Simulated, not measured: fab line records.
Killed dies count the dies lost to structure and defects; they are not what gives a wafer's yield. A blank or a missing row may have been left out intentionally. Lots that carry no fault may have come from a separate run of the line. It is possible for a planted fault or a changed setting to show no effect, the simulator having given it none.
Comparing a struck lot with a sound one    flow sky130    30 out of 708 route steps
Sound: wafers L891.2, L891.5, L891.6. Struck: wafers L899.1, L899.4. (L899.6 of the same lot was not struck and is left out.) The cause comes at the end.
For every step that has rows: the tool of each side, followed by ch and its chambers, followed by its first start. Under that, the readings that differ: sound wafers    struck wafers    difference of the means    sigmas: that difference in standard deviations of wafers without a fault.
alike: words and numbers the same on both sides, and readings whose means are apart by under 2 such deviations; not compared: readings that were withheld, readings missing a value for some wafer, numbers with overlapping values and no deviation given by the record, and bounds like >300 which may hide the same value.
Wherever a step has rows on one side only, a row that says differs or no value, or a row with sigmas, the two part there. Non-overlapping numbers with no deviation appear without sigmas and do not part them. A reading missing from all wafers of one side parts the sides only when that side holds two or more wafers.

SKY_LI_CONTACT_OVL_MEAS_13:
  sound on overlay-02, day 29 05:25; struck on overlay-02, day 32 02:23
  alike: LI_CONTACT_OVL
then, 1 step without rows for these wafers: SKY_LI_CONTACT_ETCH_14 (etches BARC in N2/H2, stops on SiO2, time 45.9 s, target depth 60 nm).
SKY_LI_CONTACT_ETCH_15: etches PSG in C4F8/O2/Ar, stops on Si, target depth 600 nm.
  sound on rie_diel-01 ch 0,1,2, day 29 05:29; struck on rie_diel-03 ch 2,3, day 32 02:28
  alike: oes_product_au
then, 4 steps without rows for these wafers: SKY_LI_CONTACT_STRIP_16 (strips in O2/N2); SKY_LI_CONTACT_CLEAN_17 (cleans in NMP, time 600 s); SKY_LI_CONTACT_PRE_CLEAN_18 (time 5.6 s); SKY_LI_CONTACT_SPUTTER_19 (material Ti, target thk 20 nm, time 106.37 s).
SKY_LI_CONTACT_SPUTTER_20: material TiN, target thk 20 nm, time 80 s.
  sound on pvd_sputter-02, day 29 05:56; struck on pvd_sputter-02, day 32 03:06
  alike: chamber_pressure_pa, throttle_valve_pct
then, 1 step without rows for these wafers: SKY_LI_CONTACT_CVD_21 (deposits W, target thk 400 nm, time 120.56 s).
SKY_LI_CONTACT_RS_MEAS_22: the measuring method here is four-point-probe.
  sound on film_metro-02, day 29 06:08; struck on film_metro-03, day 32 03:17
reading                   sound                 struck         difference  sigmas
LI_CONTACT_W_RS (ohm/sq)  0.2846 0.2799 0.2798  0.2880 0.2860  +0.0056     +2
SKY_LI_CONTACT_THK_MEAS_23: measures by xrf.
  sound on film_metro-02, day 29 06:15; struck on film_metro-03, day 32 03:25
reading                sound        struck   difference  sigmas
LI_CONTACT_W_THK (nm)  395 399 400  376 380  -20         -3
SKY_LI_CONTACT_CMP_24: polishes, stops on PSG, t overpolish 20 s, target thk 0 nm.
  sound on cmp-02 ch 1,2, day 29 06:21; struck on cmp-01 ch 1,3, day 32 04:18
reading                 sound     struck   difference  sigmas
time_to_endpoint_s (s)  95 95 95  102 104  +8          +2
  alike: motor_current_A, overpolish_run_s
SKY_LOCAL_INTERCONNECT_SPUTTER_00: material TiN, target thk 100 nm, time 83.3 s.
  sound on pvd_sputter-02, day 29 06:36; struck on pvd_sputter-04, day 32 04:36
reading                                                 sound              struck       difference  sigmas
model.TiN_of_LOCAL_INTERCONNECT_SPUTTER_00.thk_nm (nm)  100.4 100.4 100.3  136.3 135.8  +35.7       
  alike: chamber_pressure_pa, throttle_valve_pct
SKY_LOCAL_INTERCONNECT_RS_MEAS_01: the measuring method here is four-point-probe.
  sound on film_metro-03, day 29 06:41; struck on film_metro-03, day 32 04:40
reading                             sound              struck       difference  sigmas
LOCAL_INTERCONNECT_TIN_RS (ohm/sq)  14.09 14.07 14.10  10.25 10.30  -3.81       -27
SKY_LOCAL_INTERCONNECT_THK_MEAS_02: measures by xrf.
  sound on film_metro-03, day 29 06:48; struck on film_metro-03, day 32 04:47
reading                          sound           struck       difference  sigmas
LOCAL_INTERCONNECT_TIN_THK (nm)  99.0 98.7 98.5  135.2 135.1  +36.4       +33
then, 8 steps without rows for these wafers: SKY_LOCAL_INTERCONNECT_DEHYDRATE_03 (time 60 s); SKY_LOCAL_INTERCONNECT_HMDS_04 (prime time 60 s); SKY_LOCAL_INTERCONNECT_COAT_05 (resist thk 60 nm); SKY_LOCAL_INTERCONNECT_COAT_06 (resist thk 450 nm); SKY_LOCAL_INTERCONNECT_SOFTBAKE_07 (time 90 s); SKY_LOCAL_INTERCONNECT_EXPOSE_08 (exposes mask LI1M, target cd 170 nm); SKY_LOCAL_INTERCONNECT_PEB_09; SKY_LOCAL_INTERCONNECT_DEVELOP_10 (develop time 60 s).
SKY_LOCAL_INTERCONNECT_CD_MEAS_11: target cd 170 nm.
  sound on cd_sem-01, day 30 10:37; struck on cd_sem-02, day 33 07:56
  alike: cd_nm
SKY_LOCAL_INTERCONNECT_OVL_MEAS_12:
  sound on overlay-02, day 30 10:43; struck on overlay-02, day 33 08:03
  alike: LOCAL_INTERCONNECT_OVL
SKY_LOCAL_INTERCONNECT_ETCH_13: etches BARC in N2/H2, stops on SiO2, time 45.9 s, target depth 60 nm.
  sound on rie_metal-04 ch 0,1, day 30 10:45; struck on rie_metal-03 ch 0, day 33 08:05
  alike: drypump_motor_current_A, oes_product_au, throttle_valve_pct
  not compared: rf_hours_counter_h
SKY_LOCAL_INTERCONNECT_METAL_ETCH_14: etches TiN in Cl2/BCl3, stops on PSG, target depth 110 nm, time 31.4 s.
  sound on rie_metal-04 ch 0,1, day 30 10:49; struck on rie_metal-03 ch 0, day 33 08:09
reading                 sound                 struck         difference  sigmas
oes_product_au (a.u.)   0.951 0.946 0.942     0.999 0.997    +0.052      +7
throttle_valve_pct (%)  21.891 21.917 21.900  21.868 21.856  -0.041      -4
  alike: drypump_motor_current_A
  not compared: rf_hours_counter_h
SKY_LOCAL_INTERCONNECT_STRIP_15: strips in O2/N2.
  sound on plasma_asher-01 ch 0,1, day 30 10:52; struck on plasma_asher-02 ch 0, day 33 08:12
  alike: drypump_motor_current_A, oes_product_au, strip_time_to_endpoint_s
  not compared: rf_hours_counter_h
SKY_LOCAL_INTERCONNECT_STRIP_16: strips in post etch residue remover, time 1200 s.
  sound on wet_bench-02 ch 1, day 30 10:58; struck on wet_bench-03 ch 3, day 33 08:18
reading                                                 sound              struck       difference  sigmas
model.TiN_of_LOCAL_INTERCONNECT_SPUTTER_00.thk_nm (nm)  99.94 99.94 99.85  135.9 135.4  +35.7       
then, 1 step without rows for these wafers: SKY_LOCAL_INTERCONNECT_CLEAN_17 (cleans in IPA, time 180 s).

== WHERE THEY PART ==
First at SKY_LI_CONTACT_RS_MEAS_22; last, within this record, at SKY_LOCAL_INTERCONNECT_METAL_ETCH_14. Later steps at which nothing parts them and some readings are alike: SKY_LOCAL_INTERCONNECT_STRIP_15.

WHY: what had been put in by the simulator
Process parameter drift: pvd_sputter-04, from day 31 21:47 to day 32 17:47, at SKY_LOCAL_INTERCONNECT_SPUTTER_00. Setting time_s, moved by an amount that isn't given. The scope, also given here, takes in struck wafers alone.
